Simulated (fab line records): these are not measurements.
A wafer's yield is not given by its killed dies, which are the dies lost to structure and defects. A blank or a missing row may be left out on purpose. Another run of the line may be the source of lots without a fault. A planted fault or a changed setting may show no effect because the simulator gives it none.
What tool caused it? :: flow gf180mcu :: Sampling: 12 lots, 36 wafers, 6 of 602 route steps

== WHAT EACH GAUGE READ, for each wafer ==
GF_V1_THK_MEAS_01. Usual: V1_CVD_00_THK 601 nm, standard deviation 7.2.
lot: L301
measured: day 17 05:27
on: film metro-01
V1_CVD_00_THK (nm): 609 607 611
flag: 

lot: L303
measured: day 18 03:23
on: film metro-03
V1_CVD_00_THK (nm): 597 596 592
flag: 

lot: L304
measured: day 18 15:40
on: film metro-02
V1_CVD_00_THK (nm): 600 606 596
flag: 

lot: L305
measured: day 18 16:44
on: film metro-02
V1_CVD_00_THK (nm): 605 597 608
flag: 

lot: L306
measured: day 18 21:26
on: film metro-01
V1_CVD_00_THK (nm): 601 604 605
flag: 

lot: L307
measured: day 19 07:16
on: film metro-01
V1_CVD_00_THK (nm): 616 601 610
flag: 

lot: L311
measured: day 20 19:46
on: film metro-01
V1_CVD_00_THK (nm): 599 612 606
flag: 

lot: L315
measured: day 23 00:56
on: film metro-02
V1_CVD_00_THK (nm): 594 593 591
flag: 

lot: L316
measured: day 23 12:35
on: film metro-02
V1_CVD_00_THK (nm): 598 596 585
flag: 

lot: L317
measured: day 24 06:03
on: film metro-02
V1_CVD_00_THK (nm): 602 601 603
flag: 

lot: L319
measured: day 24 22:43
on: film metro-02
V1_CVD_00_THK (nm): 603 599 614
flag: 

lot: L320
measured: day 25 04:05
on: film metro-01
V1_CVD_00_THK (nm): 594 591 594
flag: 

GF_V3_THK_MEAS_01. Usual: V3_CVD_00_THK 598 nm, standard deviation 5.3.
lot: L301
measured: day 21 09:34
on: film metro-03
V3_CVD_00_THK (nm): 608 592 600
flag: 

lot: L303
measured: day 22 07:53
on: film metro-01
V3_CVD_00_THK (nm): 602 599 596
flag: 

lot: L304
measured: day 22 18:40
on: film metro-01
V3_CVD_00_THK (nm): 600 597 605
flag: 

lot: L305
measured: day 22 20:03
on: film metro-02
V3_CVD_00_THK (nm): 1206 1184 1197
flag: OFF

lot: L306
measured: day 23 02:07
on: film metro-02
V3_CVD_00_THK (nm): 1192 1190 1205
flag: OFF

lot: L307
measured: day 23 12:10
on: film metro-01
V3_CVD_00_THK (nm): 600 596 590
flag: 

lot: L311
measured: day 24 22:18
on: film metro-02
V3_CVD_00_THK (nm): 1184 1201 1187
flag: OFF

lot: L315
measured: day 26 21:35
on: film metro-03
V3_CVD_00_THK (nm): 603 586 599
flag: 

lot: L316
measured: day 27 08:11
on: film metro-02
V3_CVD_00_THK (nm): 587 602 596
flag: 

lot: L317
measured: day 28 00:49
on: film metro-01
V3_CVD_00_THK (nm): 594 594 596
flag: 

lot: L319
measured: day 28 15:46
on: film metro-01
V3_CVD_00_THK (nm): 594 597 599
flag: 

lot: L320
measured: day 28 18:49
on: film metro-02
V3_CVD_00_THK (nm): 597 599 595
flag: 

GF_V3_BOW_MEAS_05. Usual: V3_BOW 118 um, standard deviation 9.4.
lot: L301
measured: day 21 10:03
on: film metro-03
V3_BOW (um): 141 120 119
flag: 

lot: L303
measured: day 22 08:24
on: film metro-01
V3_BOW (um): 140 122 123
flag: 

lot: L304
measured: day 22 19:10
on: film metro-01
V3_BOW (um): 115 107 117
flag: 

lot: L305
measured: day 22 20:33
on: film metro-02
V3_BOW (um): 150 151 152
flag: OFF

lot: L306
measured: day 23 03:14
on: film metro-02
V3_BOW (um): 132 133 155
flag: 

lot: L307
measured: day 23 12:39
on: film metro-03
V3_BOW (um): 114 123 115
flag: 

lot: L311
measured: day 24 22:49
on: film metro-03
V3_BOW (um): 144 158 144
flag: OFF

lot: L315
measured: day 26 22:05
on: film metro-01
V3_BOW (um): 110 110 114
flag: 

lot: L316
measured: day 27 08:41
on: film metro-03
V3_BOW (um): 103 125 126
flag: 

lot: L317
measured: day 28 01:19
on: film metro-01
V3_BOW (um): 109 121 133
flag: 

lot: L319
measured: day 28 16:16
on: film metro-01
V3_BOW (um): 130 127 127
flag: 

lot: L320
measured: day 28 19:19
on: film metro-02
V3_BOW (um): 107 104 115
flag: 

== WHICH TOOL RAN EACH LOT (tool, then ch and the chambers of the sampled wafers, then the start) ==
lot: L301
GF_M2_SPUTTER_04: pvd sputter-01, day 18 06:25
GF_V2_SPUTTER_22: pvd sputter-01, day 20 07:38
GF_V3_CVD_00: hdpcvd-01 ch 0,1,2, day 21 09:29

lot: L303
GF_M2_SPUTTER_04: pvd sputter-01, day 19 04:16
GF_V2_SPUTTER_22: pvd sputter-02, day 21 06:11
GF_V3_CVD_00: hdpcvd-02 ch 0,1,2, day 22 07:47

lot: L304
GF_M2_SPUTTER_04: pvd sputter-01, day 19 16:29
GF_V2_SPUTTER_22: pvd sputter-04, day 21 17:43
GF_V3_CVD_00: hdpcvd-01 ch 0,1,2, day 22 18:35

lot: L305
GF_M2_SPUTTER_04: pvd sputter-04, day 19 17:34
GF_V2_SPUTTER_22: pvd sputter-02, day 21 18:40
GF_V3_CVD_00: hdpcvd-02 ch 0,1,2, day 22 19:44

lot: L306
GF_M2_SPUTTER_04: pvd sputter-04, day 19 23:04
GF_V2_SPUTTER_22: pvd sputter-02, day 22 00:56
GF_V3_CVD_00: hdpcvd-02 ch 0,1,2, day 23 01:49

lot: L307
GF_M2_SPUTTER_04: pvd sputter-04, day 20 08:58
GF_V2_SPUTTER_22: pvd sputter-04, day 22 11:28
GF_V3_CVD_00: hdpcvd-01 ch 0,2, day 23 12:05

lot: L311
GF_M2_SPUTTER_04: pvd sputter-01, day 21 21:43
GF_V2_SPUTTER_22: pvd sputter-04, day 23 22:32
GF_V3_CVD_00: hdpcvd-02 ch 0,1,2, day 24 21:58

lot: L315
GF_M2_SPUTTER_04: pvd sputter-01, day 24 01:43
GF_V2_SPUTTER_22: pvd sputter-01, day 25 23:31
GF_V3_CVD_00: hdpcvd-01 ch 0,1,2, day 26 21:29

lot: L316
GF_M2_SPUTTER_04: pvd sputter-04, day 24 13:09
GF_V2_SPUTTER_22: pvd sputter-02, day 26 10:25
GF_V3_CVD_00: hdpcvd-01 ch 0,1,2, day 27 08:06

lot: L317
GF_M2_SPUTTER_04: pvd sputter-01, day 25 05:55
GF_V2_SPUTTER_22: pvd sputter-02, day 27 02:15
GF_V3_CVD_00: hdpcvd-01 ch 0,1,2, day 28 00:44

lot: L319
GF_M2_SPUTTER_04: pvd sputter-04, day 25 22:28
GF_V2_SPUTTER_22: pvd sputter-01, day 27 18:18
GF_V3_CVD_00: hdpcvd-02 ch 0,1,2, day 28 15:41

lot: L320
GF_M2_SPUTTER_04: pvd sputter-03, day 26 03:39
GF_V2_SPUTTER_22: pvd sputter-04, day 27 21:52
GF_V3_CVD_00: hdpcvd-01 ch 0,2, day 28 18:44
- GF_M2_SPUTTER_04: material TiN, target thk 50 nm, time 41.7 s.
- GF_V2_SPUTTER_22: material TiN, target thk 10 nm, time 40 s.
- GF_V3_CVD_00: deposits SiO2, target thk 600 nm, time 100 s.

== AS READ BY THE TOOLS THEMSELVES (means over the sampled wafers that have a number; for cases with no such wafer, the mark the record gives instead) ==
GF_M2_SPUTTER_04. Usual: throttle valve pct 29.9 %, standard deviation 1.3.
lot: L301
tool: pvd sputter-01
throttle valve pct (%): 30.1
flag: 

lot: L303
tool: pvd sputter-01
throttle valve pct (%): 28.8
flag: 

lot: L304
tool: pvd sputter-01
throttle valve pct (%): 29.2
flag: 

lot: L305
tool: pvd sputter-04
throttle valve pct (%): 30.8
flag: 

lot: L306
tool: pvd sputter-04
throttle valve pct (%): 30.5
flag: 

lot: L307
tool: pvd sputter-04
throttle valve pct (%): 29.6
flag: 

lot: L311
tool: pvd sputter-01
throttle valve pct (%): 29.8
flag: 

lot: L315
tool: pvd sputter-01
throttle valve pct (%): 30.6
flag: 

lot: L316
tool: pvd sputter-04
throttle valve pct (%): 30.8
flag: 

lot: L317
tool: pvd sputter-01
throttle valve pct (%): 28.9
flag: 

lot: L319
tool: pvd sputter-04
throttle valve pct (%): 29.8
flag: 

lot: L320
tool: pvd sputter-03
throttle valve pct (%): 29.6
flag: 

GF_V2_SPUTTER_22. Usual: throttle valve pct 29.6 %, standard deviation 1.2.
lot: L301
tool: pvd sputter-01
throttle valve pct (%): 29.2
flag: 

lot: L303
tool: pvd sputter-02
throttle valve pct (%): 28.5
flag: 

lot: L304
tool: pvd sputter-04
throttle valve pct (%): 31.0
flag: 

lot: L305
tool: pvd sputter-02
throttle valve pct (%): 29.4
flag: 

lot: L306
tool: pvd sputter-02
throttle valve pct (%): 29.0
flag: 

lot: L307
tool: pvd sputter-04
throttle valve pct (%): 30.6
flag: 

lot: L311
tool: pvd sputter-04
throttle valve pct (%): 29.9
flag: 

lot: L315
tool: pvd sputter-01
throttle valve pct (%): 30.1
flag: 

lot: L316
tool: pvd sputter-02
throttle valve pct (%): 29.3
flag: 

lot: L317
tool: pvd sputter-02
throttle valve pct (%): 29.3
flag: 

lot: L319
tool: pvd sputter-01
throttle valve pct (%): 28.7
flag: 

lot: L320
tool: pvd sputter-04
throttle valve pct (%): 30.5
flag: 

== THE ANSWER, worked out from the rows above alone ==
Rule: lot off if the mean of its wafers having a number is beyond 3 standard deviations from the usual mean. A lot without any number at a reading at which 4 lots or more have one is off too. Where the step has rows for the other lots, those lots are counted as sound. Order of review: gauges by route order, followed by the tools' own readings, for which a lot's mean as printed above is used. The first step at which some lot is off is used, and at that step the reading that is off furthest; a lot without a number counts as furthest.
Off: L305, L306, L311, seen at GF_V3_THK_MEAS_01 (V3_CVD_00_THK).
If a tool, at a process step before that reading, ran all the lots that are off and no sound lot after the first of them, it fits. Those tools and the gauges at GF_V3_THK_MEAS_01 are tried in the same way. No candidate that was tried fits.

== WHAT THE SIMULATOR HAD PUT IN ==
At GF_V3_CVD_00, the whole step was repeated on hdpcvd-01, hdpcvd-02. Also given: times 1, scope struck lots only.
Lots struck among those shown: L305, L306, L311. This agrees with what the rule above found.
